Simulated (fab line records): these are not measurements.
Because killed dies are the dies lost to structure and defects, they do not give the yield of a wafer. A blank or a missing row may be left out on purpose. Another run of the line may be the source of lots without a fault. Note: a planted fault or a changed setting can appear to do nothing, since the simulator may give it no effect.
Struck lot and sound lot, side by side ; flow sky130 ; 14 out of 708 route steps
Sound: wafers L556.2, L556.5, L556.6. Wafers L548.1, L548.3, L548.5 were the ones struck. The cause comes at the end.
Per side, at each step with rows, come the tool, then ch with its chambers, and then its first start. Under that, the readings that differ: sound wafers ; struck wafers ; difference of the means ; sigmas: that difference in standard deviations of wafers without a fault.
alike: readings whose means differ by less than 2 such deviations, and words and numbers that are the same on both sides. not compared: withheld readings, readings that some wafer has no value for, bounds like >300 that may hide the same value, and numbers for which the record gives no deviation and whose values overlap.
A row with sigmas, a row that says differs or no value, or rows on one side alone: a step with any of these is where the two part. Numbers that don't overlap but have no deviation are shown without sigmas and don't part them. Lack of a reading on every wafer of one side parts them only where that side has two or more wafers.

first, 1 step without rows for these wafers: SKY_POLY_CUT_DEVELOP_07 (develop time 60 s).
SKY_POLY_CUT_CD_MEAS_08: the cd target is 270 nm.
  struck on cdSem-01, day 27 19:16; sound on cdSem-02, day 30 03:35
reading;sound;struck;difference;sigmas
cdNm (nm);271.3 271.8 271.2;269.3 267.1 268.5;-3.1;-2
SKY_POLY_CUT_OVL_MEAS_09:
  struck on overlay-02, day 27 19:23; sound on overlay-02, day 30 03:41
  alike: POLY_CUT_OVL
SKY_POLY_CUT_ETCH_10: etches BARC in N2/H2, stops on SiO2, time 45.9 s, target depth 60 nm.
  sound on rieDiel-02 ch 1,2, day 30 03:43; struck on rieDiel-01 ch 0,2,3, day 27 19:25
  alike: drypumpMotorCurrentA, oesProductAu, throttleValvePct
  not compared: rfHoursCounterH
SKY_POLY_CUT_ETCH_11: etches Si3N4 in CF4/CH2F2/Ar, stops on poly-Si, time 42.5 s, target depth 60 nm.
  sound on rieDiel-02 ch 1,2, day 30 03:45; struck on rieDiel-01 ch 0,2,3, day 27 19:27
  alike: drypumpMotorCurrentA, oesProductAu, throttleValvePct
  not compared: rfHoursCounterH
SKY_POLY_CUT_STRIP_12: strips in O2/N2.
  sound on plasmaAsher-01 ch 0,1, day 30 03:48; struck on plasmaAsher-02 ch 0,1, day 27 19:30
  alike: drypumpMotorCurrentA, oesProductAu, stripTimeToEndpointS
  not compared: rfHoursCounterH
then, 6 steps without rows for these wafers: SKY_SD_P_DEHYDRATE_00 (time 60 s); SKY_SD_P_HMDS_01 (prime time 60 s); SKY_SD_P_COAT_02 (resist thk 1140 nm); SKY_SD_P_SOFTBAKE_03 (time 60 s); SKY_SD_P_EXPOSE_04 (exposes mask PSDM, target cd 380 nm); SKY_SD_P_PEB_05.
SKY_SD_P_DEVELOP_06: develop time 60 s.
  struck on lithoTrack-04, day 28 21:13; sound on lithoTrack-02 ch 0, day 31 07:06
  no value came back on the struck wafers for chillPlateTempC (C), developTimeS (s), developerTempC (C); on the sound wafers chillPlateTempC (C) reads 23.15 22.98 23.02
SKY_SD_P_CD_MEAS_07: the cd target is 380 nm.
  struck on cdSem-02, day 28 21:22; sound on cdSem-02, day 31 07:15
reading;sound;struck;difference;sigmas
cdNm (nm);379.2 382.0 380.2;- - -;no value on the struck wafers;

== WHERE THEY PART ==
First at SKY_POLY_CUT_CD_MEAS_08; last, within this record, at SKY_SD_P_CD_MEAS_07.

WHY: whatever the simulator had introduced
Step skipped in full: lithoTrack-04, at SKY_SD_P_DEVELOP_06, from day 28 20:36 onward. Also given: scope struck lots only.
